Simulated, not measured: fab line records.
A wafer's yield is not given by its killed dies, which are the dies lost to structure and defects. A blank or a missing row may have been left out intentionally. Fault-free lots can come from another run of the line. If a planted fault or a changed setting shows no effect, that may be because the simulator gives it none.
Which of the tools did it? / flow sky130 / route of 708 steps, sampled at 1 step: 6 lots, 18 wafers

## WHAT EACH GAUGE READ, for each wafer
SKY_VIA3_THK_MEAS_23: measures by xrf.
lot=L371; measured=day 40 01:19; on=film-metro-04; VIA3_W_THK (nm)=405 404 405
lot=L375; measured=day 41 19:35; on=film-metro-04; VIA3_W_THK (nm)=395 402 395
lot=L379; measured=day 42 21:49; on=film-metro-04; VIA3_W_THK (nm)=394 398 396
lot=L383; measured=day 43 22:59; on=film-metro-04; VIA3_W_THK (nm)=399 399 391
lot=L386; measured=day 44 16:04; on=film-metro-04; VIA3_W_THK (nm)=387 394 395
lot=L392; measured=day 46 02:02; on=film-metro-02; VIA3_W_THK (nm)=401 396 398

## TOOL THAT RAN EACH LOT (tool first, then ch and the chambers of the sampled wafers, then the start)
No process step before these readings appears in the record.

## THE ANSWER, worked out from the rows above alone
Rule: usual is defined by the lots themselves. The widest of any qualifying gaps counts: lots, ordered by their means at a reading, are off when they make up no more than a third of the lots, leave a main group of 4 or more, and stand apart from it by 3 or more times the standard deviation of that group's means. A main group whose means are all the same, to the digits that the tables above print for the reading, isn't used. A lot without any number at a reading at which 4 lots or more have one is off too. Any other lot the step has rows for is counted as sound.
Across all readings shown, no lot is off: no conclusion can be drawn from this.

## WHAT WAS PUT IN BY THE SIMULATOR
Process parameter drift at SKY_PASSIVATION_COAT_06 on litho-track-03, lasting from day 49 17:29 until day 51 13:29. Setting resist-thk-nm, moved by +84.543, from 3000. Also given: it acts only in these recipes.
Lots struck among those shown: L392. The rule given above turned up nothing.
